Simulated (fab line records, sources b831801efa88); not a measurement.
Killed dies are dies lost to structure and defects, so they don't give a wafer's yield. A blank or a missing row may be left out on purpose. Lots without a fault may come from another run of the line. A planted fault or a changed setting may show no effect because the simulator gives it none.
fab line records | flow sky130
record lots=4 wafers=12 last_day=49
route steps=708 shown METAL1@442 VIA1@458 METAL2@483 PAD_OPEN@708
lots that met no fault: from a run of the same line without faults
start_h: hours from the record's first day to the start of the lot's first wafer shown | wait_h: hours since the lot's step before | " the same as in the row above | L1.1+2: a row that stands for several wafers | - no value, or no start given | * or withheld: withheld | < > ~ a bound
route shown NAME@n: a module of which the file shows steps, and the number in the route of the first | usual: mean/standard deviation of fault-free wafers | same: alike in all rows | chamber/n: place in a boat | sites: the reading at each site | _std_site: their standard deviation | _edge_site: outer sites' mean less inner sites' | radius_mm: how far each site lies from the wafer's centre | mask NAME#n: copy n | behind: the tool/chamber that last shaped the wafer | hold: why the lot was held/for how many hours/how that ended | device: the transistor (n, p or np) that didn't switch | end of line: the same wafers' tests at the end of the route | a step without rows: its recipe alone | killed: dies lost to structure and defects at the first sort, not the wafer's yield | map: a wafer's dies, x killed, . not, _ none there
set.NAME: the setting as run; set.NAME@STEP: as run at that earlier step | model.NAME: the simulator's own value behind a step, which no gauge read
lots at some steps of the route; a table a step, a row a wafer
services: from which hour (start_h, from the record's first day; less than 0 if before it) a tool's chamber was out of use, for how many hours, and why
## steps
# step SKY_METAL1_HMDS_08
# recipe prime_time_s=60 prime_temp_c=120
# step SKY_METAL1_COAT_09
# recipe resist=BARC temp_c=withheld time_s=withheld spin_rpm=3000 resist_thk_nm=60
# step SKY_METAL1_COAT_10
# recipe resist=KrF-thick spin_rpm=3000 resist_thk_nm=450
# step SKY_METAL1_SOFTBAKE_11
# recipe temp_c=100 time_s=90 resist=KrF-thick
# step SKY_METAL1_EXPOSE_12
# recipe mask_id=MM1 na=0.8 source_shape=annular sigma_inner=0.55 sigma_outer=0.85 target_cd_nm=140 dose_mj=28
# step SKY_METAL1_PEB_13
# recipe peb_temp_c=withheld peb_time_s=withheld resist=KrF-thick
# step SKY_METAL1_DEVELOP_14
# recipe develop_time_s=60 resist=KrF-thick dev_temp_c=21
# step SKY_METAL1_DESCUM_17
# recipe chemistry=O2 source_power_w=150 bias_power_w=0 pressure_mtorr=10 temp_c=40 time_s=8
# step SKY_METAL1_ETCH_18
# recipe chemistry=N2/H2 target=BARC ion_energy_ev=200 bias_w=100 pressure_mtorr=30 n2_flow_sccm=100 h2_flow_sccm=200 icp_w=500 stop_on=SiO2 time_s=45.9 target_depth_a=600
# step SKY_METAL1_METAL_ETCH_19
# recipe target_depth_a=3600 stop_on=SiO2 over_etch_frac=0.3 time_s=78 chemistry=Cl2/BCl3 resist_sidewall_deg=88 pressure_mtorr=10 icp_w=900 bias_w=48.5 Cl2_flow_sccm=60 bcl3_flow_sccm=30
# step SKY_METAL1_STRIP_20
# recipe chemistry=O2/N2 power_w=1400 pressure_mtorr=1500 platen_temp_c=withheld o2_flow_sccm=3000 n2_flow_sccm=300 overash_fraction=0.5
# usual drypump_motor_current_A=5.17/0.26 n2_flow_sccm=300.0/0.87 o2_flow_sccm=3000/9.9 oes_product_au=0.343/0.0052 strip_time_to_endpoint_s=2.71/0.037
# same overash_fraction=0.5
# columns lot.wafer tool chamber start_h wait_h drypump_motor_current_A n2_flow_sccm o2_flow_sccm oes_product_au rf_hours_counter_h strip_time_to_endpoint_s
L557.1 plasma_asher-01 0 772.15 0.1 5.08 300.1 2997 0.338 35 2.65
L557.2 " 1 " " 5.02 300.3 3011 0.341 35 2.69
L557.4 " 1 " " 5.03 300.6 3006 0.357 - 2.72
L558.1 plasma_asher-02 1 773.22 0.1 5.67 299.4 2997 0.356 97 2.74
L558.4 " 1 " " 5.68 300.9 2990 0.344 - 2.73
L558.6 " 0 " " 4.95 298.5 2990 0.340 - 2.70
L573.1 plasma_asher-02 0 886.60 0.1 4.94 301.0 2991 0.341 109 2.71
L573.4 " 1 " " 5.66 300.6 2992 0.340 - 2.71
L573.5 " 1 " " 5.67 301.1 2987 0.348 - 2.72
L574.1 plasma_asher-02 1 897.71 0.1 5.69 300.8 2996 0.341 110 2.75
L574.4 " 1 " " 5.67 298.8 2986 0.348 - 2.75
L574.6 " 0 " " 4.95 299.0 3004 0.343 - 2.72
# step SKY_METAL1_STRIP_21
# recipe chemistry=post_etch_residue_remover time_s=1200 temp_c=72.5
# step SKY_METAL1_CLEAN_22
# recipe chemistry=IPA time_s=180 temp_c=25
# step SKY_METAL1_CLEAN_23
# recipe chemistry=O3/DIW dry=n2_spin
# step SKY_VIA1_HDPCVD_00
# recipe material=SiO2 target_thk_nm=1030 sigma_open_frac=0.3 time_s=171.7 temp_c=400 sih4_flow_sccm=60 pressure_mtorr=6
# step SKY_VIA1_CMP_02
# recipe material=SiO2 down_force_psi=4 platen_rpm=60 pad_velocity_m_s=0.94248
# step SKY_VIA1_DEHYDRATE_04
# recipe temp_c=200 time_s=60
# step SKY_VIA1_HMDS_05
# recipe prime_time_s=60 prime_temp_c=120
# step SKY_VIA1_COAT_06
# recipe resist=BARC temp_c=withheld time_s=withheld spin_rpm=3000 resist_thk_nm=60
# step SKY_VIA1_COAT_07
# recipe resist=KrF-thick spin_rpm=3000 resist_thk_nm=450
# step SKY_VIA1_SOFTBAKE_08
# recipe temp_c=100 time_s=90 resist=KrF-thick
# step SKY_VIA1_EXPOSE_09
# recipe mask_id=VIM na=0.8 source_shape=annular sigma_inner=0.55 sigma_outer=0.85 target_cd_nm=150 dose_mj=38
# step SKY_VIA1_PEB_10
# recipe peb_temp_c=withheld peb_time_s=withheld resist=KrF-thick
# step SKY_VIA1_DEVELOP_11
# recipe develop_time_s=60 resist=KrF-thick dev_temp_c=21
# step SKY_VIA1_ETCH_14
# recipe chemistry=N2/H2 target=BARC ion_energy_ev=200 source_w=500 bias_w=100 pressure_mtorr=30 n2_flow_sccm=100 h2_flow_sccm=200 stop_on=SiO2 time_s=45.9 target_depth_a=600
# step SKY_VIA1_ETCH_15
# recipe target=SiO2 chemistry=C4F8/O2/Ar target_depth_nm=351 stop_on=TiN mask_material=KrF-thick source_w=1500 bias_w=1200 pressure_mtorr=40 c4f8_flow_sccm=withheld O2_flow_sccm=6 Ar_flow_sccm=300 time_s=54
# step SKY_VIA1_STRIP_16
# recipe chemistry=O2/N2 power_w=1400 pressure_mtorr=1500 platen_temp_c=withheld o2_flow_sccm=3000 n2_flow_sccm=300 overash_fraction=0.5
# step SKY_VIA1_STRIP_17
# recipe chemistry=post_etch_residue_remover time_s=1200 temp_c=72.5
# step SKY_VIA1_CLEAN_18
# recipe chemistry=IPA time_s=180 temp_c=25
# step SKY_VIA1_CLEAN_19
# recipe chemistry=O3/DIW dry=n2_spin
# step SKY_VIA1_SPUTTER_20
# recipe material=TiN target_thk_nm=20 chamber_pressure_pa=5 power_w=4000 time_s=80
# step SKY_VIA1_CVD_21
# recipe material=W target_thk_nm=270 time_s=80.902 temp_c=400 pressure_torr=40
# step SKY_VIA1_CMP_24
# recipe stop_on=SiO2 t_overpolish_s=15 down_force_psi=3.5 platen_rpm=60 target_thk_nm=0 pad_velocity_m_s=0.94248
# step SKY_METAL2_SPUTTER_00
# recipe material=Ti target_thk_nm=15 power_w=3000 time_s=10 chamber_pressure_pa=0.4
# step SKY_PAD_OPEN_PROBE_99
# usual defect_limited_yield=82.4/2.1 killed_at_M0_to_M3=44/7.3 killed_at_M4_up=3.0/1.9 killed_at_contacts=24/5 killed_at_front_end=16/4.5 killed_at_other=0.3/0.46 killed_dies=87/10 killed_on_rim=17/3.5 killed_open=47/8.3 killed_short=39/6.4 sort_bin_3_pad_short=0.8/0.43 sort_bin_5_function=10.5/1.6 sort_bin_6_memory=6.3/1.1 sort_n_pass=405/10 sort_yield_pct=82.4/2.1
# same gross_dies=492 killed_at_back_side=0 sort_bin_4_leakage[%]=0 sort_bin_8_speed[%]=0
# columns lot.wafer tool chamber start_h wait_h defect_limited_yield[%] killed_at_M0_to_M3 killed_at_M4_up killed_at_contacts killed_at_front_end killed_at_other killed_dies killed_on_rim killed_open killed_short sort_bin_3_pad_short[%] sort_bin_5_function[%] sort_bin_6_memory[%] sort_n_pass sort_yield_pct[%] model.etest.tester.sort_n_pass model.etest.tester.sort_yield_pct model.etest.tester.sort_bin_5_pct model.etest.tester.sort_bin_3_pct
L557.1 prober-01 - 1081.29 0.1 83.5 33 1 22 25 0 81 14 37 44 0.8 8.9 6.7 411 83.5 411 83.54 8.943 0.813
L557.2 prober-01 - 1081.34 0.1 80.9 52 5 18 18 1 94 18 55 39 0.8 11.8 6.5 398 80.9 398 80.89 11.79 0.813
L557.4 prober-01 - 1081.44 0.2 82.7 39 1 30 15 0 85 17 47 38 0.8 7.3 9.1 407 82.7 407 82.72 7.317 0.813
L558.1 prober-02 - 1082.79 0.1 81.1 41 3 26 22 1 93 25 55 38 0.8 10.4 7.7 399 81.1 399 81.1 10.37 0.813
L558.4 prober-02 - 1082.94 0.2 82.1 32 3 30 23 0 88 18 51 37 0.4 11.0 6.5 404 82.1 404 82.11 10.98 0.4065
L558.6 prober-02 - 1083.04 0.2 84.1 41 4 21 12 0 78 14 43 35 0.8 11.2 3.9 414 84.1 414 84.15 11.18 0.813
L573.4 prober-01 - 1166.38 0.2 74.8 89 0 17 18 0 124 32 37 39 4.1 14.2 6.9 368 74.8 368 74.8 14.23 4.065
L573.5 prober-01 - 1166.43 0.2 73.0 91 3 29 10 0 133 31 45 37 3.5 16.7 6.9 359 73.0 359 72.97 16.67 3.455
L574.1 prober-02 - 1173.00 0.1 74.6 97 6 14 8 0 125 23 31 41 3.7 15.4 6.3 367 74.6 367 74.59 15.45 3.659
L574.4 prober-02 - 1173.15 0.2 73.8 89 2 20 18 0 129 27 40 40 5.1 16.9 4.3 363 73.8 363 73.78 16.87 5.081
L574.6 prober-02 - 1173.25 0.2 83.1 42 3 18 19 1 83 15 42 41 1.0 9.6 6.3 409 83.1 409 83.13 9.553 1.016
# killed by level:class
L557.1 FIELD_ISO:geometric_particle:short=7 POLY_GATE:geometric_particle:short=7 LI_CONTACT:geometric_particle:open=7 POLY_GATE:geometric_particle:open=5 CONTACT:geometric_particle:short=5 CONTACT:geometric_particle:open=5 VIA1:geometric_particle:short=5 VIA3:geometric_particle:open=5
L557.2 VIA1:geometric_particle:open=10 CONTACT:geometric_particle:open=8 VIA2:geometric_particle:open=8 VIA3:geometric_particle:open=7 VIA2:geometric_particle:short=6 FIELD_ISO:geometric_particle:open=5 FIELD_ISO:geometric_particle:short=5 LI_CONTACT:geometric_particle:open=4
L557.4 CONTACT:geometric_particle:open=14 LI_CONTACT:geometric_particle:open=8 VIA1:geometric_particle:open=8 CONTACT:geometric_particle:short=7 FIELD_ISO:geometric_particle:open=6 VIA1:geometric_particle:short=6 METAL2:geometric_particle:short=6 VIA3:geometric_particle:short=6
L558.1 LI_CONTACT:geometric_particle:open=9 CONTACT:geometric_particle:open=9 VIA2:geometric_particle:open=8 POLY_GATE:geometric_particle:open=6 VIA3:geometric_particle:open=6 VIA1:geometric_particle:open=6 FIELD_ISO:geometric_particle:open=5 CONTACT:geometric_particle:short=5
L558.4 LI_CONTACT:geometric_particle:open=11 CONTACT:geometric_particle:open=9 VIA3:geometric_particle:open=8 POLY_GATE:geometric_particle:short=7 VIA1:geometric_particle:open=5 CONTACT:geometric_particle:short=5 POLY_GATE:geometric_particle:open=4 METAL1:geometric_particle:short=4
L558.6 VIA1:geometric_particle:open=10 LI_CONTACT:geometric_particle:open=7 CONTACT:geometric_particle:open=7 VIA3:geometric_particle:open=6 VIA3:geometric_particle:short=5 METAL1:geometric_particle:short=4 METAL2:geometric_particle:short=4 VIA2:geometric_particle:open=4
L573.4 METAL1:unspecified=48 VIA3:geometric_particle:open=9 LI_CONTACT:geometric_particle:open=7 VIA1:geometric_particle:open=7 POLY_GATE:geometric_particle:short=6 METAL1:geometric_particle:short=6 FIELD_ISO:geometric_particle:short=4 FIELD_ISO:geometric_particle:open=4
L573.5 METAL1:unspecified=51 CONTACT:geometric_particle:open=12 LOCAL_INTERCONNECT:geometric_particle:short=9 VIA1:geometric_particle:open=7 VIA2:geometric_particle:open=6 VIA3:geometric_particle:open=5 METAL2:geometric_particle:short=5 METAL1:geometric_particle:short=4
L574.1 METAL1:unspecified=53 METAL1:geometric_particle:short=9 METAL2:geometric_particle:short=8 VIA1:geometric_particle:open=7 VIA2:geometric_particle:open=7 CONTACT:geometric_particle:open=6 VIA1:geometric_particle:short=5 METAL4:geometric_particle:short=5
L574.4 METAL1:unspecified=49 CONTACT:geometric_particle:open=10 METAL2:geometric_particle:short=9 VIA1:geometric_particle:open=8 FIELD_ISO:geometric_particle:short=7 VIA1:geometric_particle:short=6 VIA2:geometric_particle:open=6 FIELD_ISO:geometric_particle:open=4
L574.6 VIA1:geometric_particle:open=12 METAL1:geometric_particle:short=9 CONTACT:geometric_particle:open=9 FIELD_ISO:geometric_particle:open=6 POLY_GATE:geometric_particle:short=5 VIA1:geometric_particle:short=4 METAL2:geometric_particle:short=4 VIA3:geometric_particle:open=4
# map L573.5 (x killed, . not)
__________xxxxxx..x._________
________xxxxxxxx.....x_______
______xxxxxxxxxx....x..._____
_____xxxxxxxxxxxx........____
____.xxxxxxxxxx.....x..x..___
___...xxxxxxxx.......x.....__
__...xx...xxxx........x...x._
_..x......x....x.xx.xx.......
_.x.x.......................x
_x......xx.......x......x....
_....x.............xx.x......
_...x.......xx...........x...
_............................
_.......x.x......x....x......
_...x..x....x..xx............
__....x.xx..xx.x..x......xx._
___.....x...x............xx__
____........x.............___
_____..xxx...........x...____
______x........x..x.x.x._____
________......x.xxxxxx_______
__________xx.....x.._________
# map L574.4 (x killed, . not)
__________xxxx.x...._________
________xxxxxxxxx..xx._______
______.xxxxxxxxxx......._____
_____.xxxxxxxxxxx.......x____
____.xxxxxxxxxx........xx.___
___....xxxxxxx.............__
__.x.x.xx..xx....x...xx..x.._
_.........x.......x......x...
_................x....x......
_.x......x..................x
_...x.x...........x...x......
_....x...........x..........x
_xx.x......x....xx...x.......
_...x....x...x.........x...x.
_........x.....x.x........x..
__.......x..x..x..xx.x..x..._
___..x.x.x..........xx.x...__
____....x.xx..xx.x........___
_____x.x...x............x____
______..........x.....x._____
________.........xx..x_______
__________x...x.x..._________
## services
# columns tool chamber start_h hours kind
plasma_asher-01 - 800.89 0.4 repair
## key
first_sign step=SKY_PAD_OPEN_PROBE_99 reading=sort_bin_3_pad_short direction=up sigmas=7.5 usual=0.8 struck=4.1
effect step=SKY_PAD_OPEN_PROBE_99 reading=killed_at_M0_to_M3 direction=up sigmas=6.5 usual=44 struck=92
model_effect step=SKY_PAD_OPEN_PROBE_99 value=etest.tester.sort_n_pass without=407 struck=364.2
met_at SKY_METAL1_STRIP_20
struck_wafers L573.4,L573.5,L574.1,L574.4
onset_between 773.22 886.60
fault kind=chamber_particle_source tool=plasma_asher-02 chamber=1 onset_h=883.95 steps=SKY_METAL1_STRIP_20 rate_per_visit_cm2=1.5787 end_h=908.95
